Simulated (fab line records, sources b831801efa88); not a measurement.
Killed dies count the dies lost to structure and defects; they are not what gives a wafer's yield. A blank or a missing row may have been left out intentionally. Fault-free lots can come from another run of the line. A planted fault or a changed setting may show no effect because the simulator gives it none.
Which tool did it? / flow sky130 / 24 lots with 72 wafers sampled at 2 steps, on a route of 708 steps

## WHAT EACH GAUGE READ, for each wafer
SKY_CAP2M_THK_MEAS_04: measures by xrf.
lot=L074; measured=day 39 21:28; on=filmMetro-04; CAP2M_TIN_THK (nm)=201.0 201.0 202.1
lot=L075; measured=day 40 03:02; on=filmMetro-03; CAP2M_TIN_THK (nm)=200.0 204.2 204.1
lot=L076; measured=day 40 14:34; on=filmMetro-02; CAP2M_TIN_THK (nm)=197.1 201.1 197.8
lot=L077; measured=day 40 23:43; on=filmMetro-02; CAP2M_TIN_THK (nm)=199.9 200.5 200.8
lot=L078; measured=day 41 00:30; on=filmMetro-03; CAP2M_TIN_THK (nm)=200.4 202.9 203.3
lot=L079; measured=day 41 12:16; on=filmMetro-03; CAP2M_TIN_THK (nm)=205.0 201.8 205.1
lot=L080; measured=day 41 22:32; on=filmMetro-03; CAP2M_TIN_THK (nm)=196.2 203.0 197.7
lot=L081; measured=day 42 08:19; on=filmMetro-02; CAP2M_TIN_THK (nm)=198.9 199.1 197.4
lot=L082; measured=day 42 09:38; on=filmMetro-04; CAP2M_TIN_THK (nm)=198.7 196.9 200.3
lot=L083; measured=day 42 15:24; on=filmMetro-02; CAP2M_TIN_THK (nm)=199.9 196.3 201.6
lot=L084; measured=day 42 19:25; on=filmMetro-02; CAP2M_TIN_THK (nm)=199.0 201.9 201.0
lot=L085; measured=day 43 02:35; on=filmMetro-04; CAP2M_TIN_THK (nm)=201.5 197.8 198.2
lot=L086; measured=day 43 10:02; on=filmMetro-04; CAP2M_TIN_THK (nm)=196.3 200.1 198.6
lot=L087; measured=day 43 17:22; on=filmMetro-04; CAP2M_TIN_THK (nm)=195.5 198.1 200.1
lot=L088; measured=day 43 21:07; on=filmMetro-03; CAP2M_TIN_THK (nm)=196.6 195.7 195.5
lot=L089; measured=day 44 11:00; on=filmMetro-03; CAP2M_TIN_THK (nm)=204.6 195.6 203.0
lot=L090; measured=day 44 18:56; on=filmMetro-03; CAP2M_TIN_THK (nm)=197.2 195.1 197.8
lot=L091; measured=day 44 20:13; on=filmMetro-04; CAP2M_TIN_THK (nm)=197.9 198.6 197.3
lot=L092; measured=day 44 21:16; on=filmMetro-02; CAP2M_TIN_THK (nm)=200.7 199.6 199.2
lot=L093; measured=day 45 07:07; on=filmMetro-02; CAP2M_TIN_THK (nm)=201.8 197.4 197.8
lot=L094; measured=day 45 11:25; on=filmMetro-04; CAP2M_TIN_THK (nm)=198.2 196.8 197.5
lot=L095; measured=day 45 22:58; on=filmMetro-04; CAP2M_TIN_THK (nm)=199.3 201.2 199.9
lot=L096; measured=day 46 09:07; on=filmMetro-03; CAP2M_TIN_THK (nm)=201.5 201.6 199.7
lot=L097; measured=day 46 14:44; on=filmMetro-04; CAP2M_TIN_THK (nm)=198.7 198.3 198.4

## TOOL THAT RAN EACH LOT (tool first, then ch and the chambers of the sampled wafers, then the start)
lot=L074; SKY_METAL4_SPUTTER_01=pvdSputter-03, day 39 21:02
lot=L075; SKY_METAL4_SPUTTER_01=pvdSputter-04, day 40 02:36
lot=L076; SKY_METAL4_SPUTTER_01=pvdSputter-03, day 40 14:08
lot=L077; SKY_METAL4_SPUTTER_01=pvdSputter-03, day 40 23:16
lot=L078; SKY_METAL4_SPUTTER_01=pvdSputter-03, day 41 00:04
lot=L079; SKY_METAL4_SPUTTER_01=pvdSputter-03, day 41 11:50
lot=L080; SKY_METAL4_SPUTTER_01=pvdSputter-02, day 41 22:05
lot=L081; SKY_METAL4_SPUTTER_01=pvdSputter-03, day 42 07:53
lot=L082; SKY_METAL4_SPUTTER_01=pvdSputter-02, day 42 09:10
lot=L083; SKY_METAL4_SPUTTER_01=pvdSputter-03, day 42 14:56
lot=L084; SKY_METAL4_SPUTTER_01=pvdSputter-02, day 42 18:59
lot=L085; SKY_METAL4_SPUTTER_01=pvdSputter-04, day 43 02:08
lot=L086; SKY_METAL4_SPUTTER_01=pvdSputter-02, day 43 09:35
lot=L087; SKY_METAL4_SPUTTER_01=pvdSputter-03, day 43 16:53
lot=L088; SKY_METAL4_SPUTTER_01=pvdSputter-02, day 43 20:40
lot=L089; SKY_METAL4_SPUTTER_01=pvdSputter-03, day 44 10:32
lot=L090; SKY_METAL4_SPUTTER_01=pvdSputter-02, day 44 18:28
lot=L091; SKY_METAL4_SPUTTER_01=pvdSputter-03, day 44 19:46
lot=L092; SKY_METAL4_SPUTTER_01=pvdSputter-02, day 44 20:49
lot=L093; SKY_METAL4_SPUTTER_01=pvdSputter-04, day 45 06:39
lot=L094; SKY_METAL4_SPUTTER_01=pvdSputter-03, day 45 10:58
lot=L095; SKY_METAL4_SPUTTER_01=pvdSputter-03, day 45 22:32
lot=L096; SKY_METAL4_SPUTTER_01=pvdSputter-04, day 46 08:41
lot=L097; SKY_METAL4_SPUTTER_01=pvdSputter-02, day 46 14:17
- SKY_METAL4_SPUTTER_01: material TiN, target thk 20 nm, time 16.7 s.

## AS READ BY THE TOOLS THEMSELVES (means over the sampled wafers that have a number; for cases with no such wafer, the mark the record gives instead)
SKY_METAL4_SPUTTER_01.
lot=L074; tool=pvdSputter-03; cathodeDcPowerW (W)=6499.7; throttleValvePct (%)=30.4
lot=L075; tool=pvdSputter-04; cathodeDcPowerW (W)=6500.3; throttleValvePct (%)=30.3
lot=L076; tool=pvdSputter-03; cathodeDcPowerW (W)=6500.8; throttleValvePct (%)=30.4
lot=L077; tool=pvdSputter-03; cathodeDcPowerW (W)=6500.0; throttleValvePct (%)=31.0
lot=L078; tool=pvdSputter-03; cathodeDcPowerW (W)=6499.8; throttleValvePct (%)=30.0
lot=L079; tool=pvdSputter-03; cathodeDcPowerW (W)=6499.3; throttleValvePct (%)=30.2
lot=L080; tool=pvdSputter-02; cathodeDcPowerW (W)=6500.2; throttleValvePct (%)=30.8
lot=L081; tool=pvdSputter-03; cathodeDcPowerW (W)=6499.7; throttleValvePct (%)=29.2
lot=L082; tool=pvdSputter-02; cathodeDcPowerW (W)=6499.7; throttleValvePct (%)=30.6
lot=L083; tool=pvdSputter-03; cathodeDcPowerW (W)=6499.3; throttleValvePct (%)=30.1
lot=L084; tool=pvdSputter-02; cathodeDcPowerW (W)=6498.5; throttleValvePct (%)=30.6
lot=L085; tool=pvdSputter-04; cathodeDcPowerW (W)=6500.0; throttleValvePct (%)=29.9
lot=L086; tool=pvdSputter-02; cathodeDcPowerW (W)=6499.0; throttleValvePct (%)=31.0
lot=L087; tool=pvdSputter-03; cathodeDcPowerW (W)=6501.4; throttleValvePct (%)=30.1
lot=L088; tool=pvdSputter-02; cathodeDcPowerW (W)=6499.3; throttleValvePct (%)=30.5
lot=L089; tool=pvdSputter-03; cathodeDcPowerW (W)=6500.8; throttleValvePct (%)=29.3
lot=L090; tool=pvdSputter-02; cathodeDcPowerW (W)=6500.5; throttleValvePct (%)=30.5
lot=L091; tool=pvdSputter-03; cathodeDcPowerW (W)=6499.9; throttleValvePct (%)=30.3
lot=L092; tool=pvdSputter-02; cathodeDcPowerW (W)=6498.4; throttleValvePct (%)=30.7
lot=L093; tool=pvdSputter-04; cathodeDcPowerW (W)=6500.9; throttleValvePct (%)=29.7
lot=L094; tool=pvdSputter-03; cathodeDcPowerW (W)=6499.6; throttleValvePct (%)=31.1
lot=L095; tool=pvdSputter-03; cathodeDcPowerW (W)=6500.4; throttleValvePct (%)=31.4
lot=L096; tool=pvdSputter-04; cathodeDcPowerW (W)=6500.1; throttleValvePct (%)=29.7
lot=L097; tool=pvdSputter-02; cathodeDcPowerW (W)=6499.4; throttleValvePct (%)=30.9

## THE ANSWER, worked out from the rows above alone
Rule: the usual values come from the lots themselves. The widest of any qualifying gaps counts: lots, ordered by their means at a reading, are off when they make up no more than a third of the lots, leave a main group of 4 or more, and stand apart from it by 3 or more times the standard deviation of that group's means. A main group is skipped when, at the precision printed for the reading in the tables above, its means are all equal. Also off: a lot with no number at a reading for which 4 or more lots have one. Any other lot the step has rows for is counted as sound. First the gauges in route order, then the tools' own readings, where a lot's mean is used as printed above. The first step at which some lot is off is used, and at that step the reading that is off furthest; a lot without a number counts as furthest.
Nothing can be told from this: no lot is off at any reading shown.

## WHAT THE SIMULATOR HAD PUT IN
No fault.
